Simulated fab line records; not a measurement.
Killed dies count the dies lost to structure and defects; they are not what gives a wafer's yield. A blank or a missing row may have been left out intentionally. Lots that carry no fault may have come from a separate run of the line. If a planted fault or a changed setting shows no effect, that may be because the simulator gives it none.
fab line records | flow sky130
record lots=12 wafers=36 lastDay=50
route steps=708 shown FIELD_ISO@3 NWELL@34
lots that met no fault: from a run of the same line without faults
startH: hours from the record's first day to the start of the lot's first wafer shown | waitH: hours elapsed since this lot's preceding step | " same as the row above | L1.1+2: a row that stands for several wafers | - no value, or no start given | * or withheld: withheld | < > ~ a bound
route shown NAME@n: names a module that has steps shown in the file, with the first one's number in the route | usual: mean/standard deviation of fault-free wafers | same: alike in all rows | chamber/n: place in a boat | sites: the reading at each site | _std_site: standard deviation across them | _edge_site: the outer-site mean with the inner-site mean subtracted | radiusMm: how far each site lies from the wafer's centre | mask NAME#n: copy n | behind: the tool/chamber that last shaped the wafer | hold: why the lot went on hold/how many hours it stayed there/how the hold came to an end | device: transistor that didn't switch, given as n, p or np | end of line: the route-end tests of the same wafers | a step given without rows: its recipe and nothing more | killed: not the wafer's yield, but the dies lost to structure and defects at the first sort | map: the dies of a wafer, with x for killed, . for not killed, _ for no die there
set.NAME: the run value of the setting; set.NAME@STEP: its run value at that earlier step | model.NAME: the simulator's own value behind a step, which no gauge read
a sample of lots followed through the steps of the route, with each step as a table and each wafer as a row
services: the hour from which a tool's chamber was out of use, counted from the record's first day as startH (under 0 if before that day), plus the number of hours and why
## steps
# step SKY_FIELD_ISO_THK_MEAS_02
# recipe reads=SiO2_of_FIELD_ISO_OXIDATION_01
# usual FIELD_ISO_OXIDATION_00_THK=11.98/0.25
# columns lot.wafer tool chamber startH waitH FIELD_ISO_OXIDATION_00_THK[nm]
L281.1 filmMetro-04 - 16.63 0.0 12.06
L281.3 " - " " 12.15
L281.6 " - " " 12.02
L282.3 filmMetro-03 - 22.22 0.0 11.90
L282.4 " - " " 11.94
L282.6 " - " " 11.99
L283.1 filmMetro-03 - 26.63 0.0 11.99
L283.4 " - " " 12.32
L283.5 " - " " 12.13
L284.2 filmMetro-03 - 31.74 0.0 12.13
L284.3 " - " " 12.19
L284.5 " - " " 12.24
L286.1 filmMetro-02 - 45.43 0.0 12.30
L286.4 " - " " 12.28
L286.6 " - " " 12.32
L288.2 filmMetro-04 - 53.08 0.0 11.70
L288.3 " - " " 11.39
L288.6 " - " " 11.42
L289.1 filmMetro-02 - 58.42 0.0 11.59
L289.2 " - " " 11.76
L289.6 " - " " 11.54
L291.1 filmMetro-04 - 73.99 0.0 11.90
L291.5 " - " " 11.75
L291.6 " - " " 11.84
L294.1 filmMetro-02 - 85.03 0.0 12.04
L294.2 " - " " 11.99
L294.6 " - " " 11.97
L295.1 filmMetro-02 - 87.45 0.0 11.96
L295.4 " - " " 12.19
L295.6 " - " " 12.09
L296.3 filmMetro-02 - 91.65 0.0 12.03
L296.4 " - " " 12.09
L296.5 " - " " 11.98
L301.3 filmMetro-02 - 117.76 0.0 11.58
L301.4 " - " " 11.91
L301.5 " - " " 11.94
# step SKY_FIELD_ISO_STRIP_16
# recipe chemistry=O2/N2 powerW=1400 pressureMtorr=1500 platenTempC=withheld o2FlowSccm=3000 n2FlowSccm=300 overashFraction=0.5
# usual drypumpMotorCurrentA=5.5/0.35 oesProductAu=0.379/0.0048 stripTimeToEndpointS=3.553/0.027
# columns lot.wafer tool chamber startH waitH drypumpMotorCurrentA oesProductAu rfHoursCounterH stripTimeToEndpointS
L281.1 plasmaAsher-03 0 34.10 0.0 5.4 0.393 35 3.549
L281.3 " 0 " " 5.3 0.372 - 3.563
L281.6 " 0 " " 5.3 0.373 - 3.519
L282.3 plasmaAsher-01 1 39.99 0.1 4.9 0.374 - 3.540
L282.4 " 0 " " 5.8 0.387 - 3.560
L282.6 " 0 " " 5.7 0.379 - 3.534
L283.1 plasmaAsher-03 1 45.10 0.0 5.9 0.380 36 3.565
L283.4 " 0 " " 5.3 0.372 - 3.551
L283.5 " 0 " " 5.3 0.378 - 3.545
L284.2 plasmaAsher-01 1 49.00 0.0 4.9 0.372 37 3.513
L284.3 " 0 " " 5.7 0.381 - 3.545
L284.5 " 1 " " 4.9 0.377 - 3.500
L286.1 plasmaAsher-03 0 61.70 0.0 5.3 0.368 37 3.554
L286.4 " 1 " " 5.9 0.377 - 3.561
L286.6 " 1 " " 6.0 0.376 - 3.524
L288.2 plasmaAsher-03 1 69.45 0.1 5.9 0.376 38 3.569
L288.3 " 1 " " 5.9 0.378 - 3.520
L288.6 " 0 " " 5.3 0.375 - 3.520
L289.1 plasmaAsher-01 0 76.05 0.0 5.7 0.385 40 3.599
L289.2 " 1 " " 5.0 0.380 40 3.543
L289.6 " 1 " " 5.0 0.371 - 3.534
L291.1 plasmaAsher-01 1 93.85 0.0 5.0 0.380 41 3.553
L291.5 " 1 " " 4.9 0.384 - 3.588
L291.6 " 0 " " 5.8 0.382 - 3.547
L294.1 plasmaAsher-02 0 104.23 0.0 5.1 0.381 41 3.566
L294.2 " 1 " " 5.4 0.380 41 3.593
L294.6 " 0 " " 5.1 0.385 - 3.596
L295.1 plasmaAsher-03 0 106.93 0.0 5.3 0.381 42 3.527
L295.4 " 0 " " 5.3 0.381 - 3.540
L295.6 " 1 " " 5.9 0.380 - 3.546
L296.3 plasmaAsher-02 1 112.34 0.1 5.4 0.378 - 3.585
L296.4 " 0 " " 5.1 0.375 - 3.564
L296.5 " 1 " " 5.4 0.376 - 3.573
L301.3 plasmaAsher-03 1 140.69 0.1 5.9 0.383 - 3.587
L301.4 " 0 " " 5.3 0.367 - 3.498
L301.5 " 0 " " 5.3 0.381 - 3.529
# step SKY_NWELL_THK_MEAS_02
# recipe reads=SiO2_of_NWELL_OXIDATION_01
# usual NWELL_OXIDATION_THK=10.01/0.2
# columns lot.wafer tool chamber startH waitH NWELL_OXIDATION_THK[nm]
L281.1 filmMetro-02 - 47.99 0.0 10.21
L281.3 " - " " 10.04
L281.6 " - " " 10.14
L282.3 filmMetro-02 - 59.45 0.0 10.04
L282.4 " - " " 10.10
L282.6 " - " " 9.86
L283.1 filmMetro-04 - 62.52 0.0 9.55
L283.4 " - " " 9.65
L283.5 " - " " 9.60
L284.2 filmMetro-01 - 62.53 0.0 9.67
L284.3 " - " " 9.77
L284.5 " - " " 9.76
L286.1 filmMetro-02 - 80.77 0.0 10.01
L286.4 " - " " 10.17
L286.6 " - " " 10.04
L289.1 filmMetro-02 - 85.94 0.0 10.02
L289.2 " - " " 10.24
L289.6 " - " " 10.00
L288.2 filmMetro-04 - 85.95 0.0 9.78
L288.3 " - " " 9.87
L288.6 " - " " 9.84
L291.1 filmMetro-04 - 101.72 0.0 9.97
L291.5 " - " " 9.71
L291.6 " - " " 9.87
L294.1 filmMetro-01 - 112.69 0.0 10.40
L294.2 " - " " 10.32
L294.6 " - " " 10.31
L295.1 filmMetro-01 - 116.49 0.0 9.87
L295.4 " - " " 9.99
L295.6 " - " " 10.05
L296.3 filmMetro-02 - 119.15 0.0 10.30
L296.4 " - " " 10.38
L296.5 " - " " 10.26
L301.3 filmMetro-04 - 146.76 0.0 10.07
L301.4 " - " " 10.12
L301.5 " - " " 10.19
# step SKY_NWELL_IMPLANT_13
# recipe species=P energyKev=50 doseCm2=7e+11 tiltDeg=withheld
# usual beamEnergyKeV=50.001/0.016 beamOnS=9.99/0.2 faradayCurrentUA=3.95/0.075
# columns lot.wafer tool chamber startH waitH beamEnergyKeV beamOnS faradayCurrentUA
L281.1 implanter-01 0 94.50 0.1 50.000 10.07 3.93
L281.3 " 0 " " 49.997 10.11 3.91
L281.6 " 0 " " 49.985 9.64 4.06
L282.3 implanter-03 0 108.21 0.1 49.997 9.94 3.98
L282.4 " 0 " " 49.969 10.09 3.91
L282.6 " 0 " " 49.978 10.04 3.94
L284.2 implanter-03 0 111.45 0.1 50.048 9.81 4.02
L284.3 " 0 " " 50.026 9.75 4.04
L284.5 " 0 " " 50.033 10.02 3.93
L283.1 implanter-01 0 111.75 0.1 50.014 9.95 3.96
L283.4 " 0 " " 49.983 10.10 3.90
L283.5 " 0 " " 49.997 9.92 3.97
L286.1 implanter-01 0 133.54 0.1 50.018 9.78 4.04
L286.4 " 0 " " 50.007 9.61 4.08
L286.6 " 0 " " 50.001 10.37 3.78
L288.2 implanter-03 0 140.01 0.1 49.997 9.98 3.95
L288.3 " 0 " " 49.994 9.80 4.02
L288.6 " 0 " " 49.968 10.09 3.92
L289.1 implanter-01 0 140.34 0.1 49.970 9.77 4.03
L289.2 " 0 " " 49.990 10.14 3.88
L289.6 " 0 " " 49.992 10.03 3.95
L291.1 implanter-02 0 158.04 0.1 50.005 10.10 3.91
L291.5 " 0 " " 50.003 10.61 3.72
L291.6 " 0 " " 49.976 9.82 4.01
L294.1 implanter-01 0 170.39 0.1 50.018 12.44 3.17
L294.2 " 0 " " 50.027 12.49 3.18
L294.6 " 0 " " 50.020 12.57 3.14
L295.1 implanter-01 0 174.69 0.1 49.989 12.09 3.26
L295.4 " 0 " " 50.002 12.36 3.21
L295.6 " 0 " " 49.995 12.02 3.27
L296.3 implanter-01 0 177.24 0.1 49.994 12.46 3.16
L296.4 " 0 " " 50.016 12.52 3.15
L296.5 " 0 " " 49.997 12.59 3.14
L301.3 implanter-03 0 208.42 0.1 49.964 10.05 3.92
L301.4 " 0 " " 49.992 9.97 3.95
L301.5 " 0 " " 49.979 10.09 3.92
# step SKY_NWELL_RS_MEAS_29
# recipe thkMeasGauge=four-point-probe
# usual NWELL_RS=621.5/1.6
# columns lot.wafer tool chamber startH waitH NWELL_RS[ohm/sq]
L281.1 filmMetro-04 - 113.56 0.1 620.3
L281.3 " - " " 621.0
L281.6 " - " " 618.6
L282.3 filmMetro-02 - 126.22 0.1 619.3
L282.4 " - " " 621.3
L282.6 " - " " 619.5
L284.2 filmMetro-01 - 130.05 0.1 619.9
L284.3 " - " " 618.9
L284.5 " - " " 619.7
L283.1 filmMetro-04 - 130.38 0.1 619.3
L283.4 " - " " 620.1
L283.5 " - " " 621.2
L286.1 filmMetro-02 - 153.26 0.1 625.5
L286.4 " - " " 621.5
L286.6 " - " " 622.8
L288.2 filmMetro-02 - 160.00 0.1 623.1
L288.3 " - " " 624.2
L288.6 " - " " 622.8
L289.1 filmMetro-01 - 160.98 0.1 622.1
L289.2 " - " " 619.3
L289.6 " - " " 621.4
L291.1 filmMetro-02 - 178.21 0.1 620.9
L291.5 " - " " 622.2
L291.6 " - " " 621.0
L294.1 filmMetro-02 - 191.26 0.1 617.1
L294.2 " - " " 615.4
L294.6 " - " " 614.5
L295.1 filmMetro-04 - 195.35 0.1 615.4
L295.4 " - " " 614.2
L295.6 " - " " 612.8
L296.3 filmMetro-02 - 198.85 0.1 618.5
L296.4 " - " " 619.6
L296.5 " - " " 618.3
L301.3 filmMetro-02 - 230.82 0.1 622.8
L301.4 " - " " 620.3
L301.5 " - " " 621.9
## services
# columns tool chamber startH hours kind
implanter-01 - 26.56 4.7 pm
implanter-03 - 34.19 1.8 repair
implanter-01 - 47.18 3.7 pm
plasmaAsher-01 - 79.77 2.8 pm
plasmaAsher-02 - 98.71 0.9 repair
plasmaAsher-03 - 108.75 9.0 pm
plasmaAsher-03 0 108.75 9.0 ventCycle
plasmaAsher-03 1 108.75 9.0 ventCycle
plasmaAsher-03 - 109.89 1.5 repair
plasmaAsher-03 0 117.75 - clean
plasmaAsher-03 1 117.75 - clean
implanter-03 - 123.24 0.8 repair
implanter-02 - 129.46 3.9 pm
plasmaAsher-01 - 137.26 1.7 repair
implanter-02 - 151.72 1.5 repair
implanter-01 - 157.04 1.1 repair
implanter-03 - 166.76 5.5 pm
implanter-02 - 169.88 3.6 repair
## key
firstSign step=SKY_NWELL_IMPLANT_13 reading=beamOnS direction=up sigmas=12 usual=9.99 struck=12.39
effect step=SKY_NWELL_IMPLANT_13 reading=faradayCurrentUA direction=down sigmas=10 usual=3.95 struck=3.19
effect step=SKY_NWELL_RS_MEAS_29 reading=NWELL_RS direction=down sigmas=3.2 usual=621.5 struck=616.2
metAt SKY_NWELL_IMPLANT_13
struckLots L294,L295,L296
testerLeftOut L294,L295,L296
notActingAt SKY_FIELD_ISO_THK_MEAS_02,SKY_FIELD_ISO_STRIP_16,SKY_NWELL_THK_MEAS_02
onsetBetween 140.34 170.39
fault kind=processParameterDrift tool=implanter-01 chamber=- onsetH=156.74 steps=SKY_NWELL_IMPLANT_13 channel=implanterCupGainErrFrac offset=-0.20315 shape=step endH=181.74
# testerLeftOut: of these lots the tester's yield and bins aren't shown, on N5 and GAA mostly nor the transistor test; their killed dies are dies lost to structure and defects alone, not to doping, threshold or leakage, so they don't give the yield
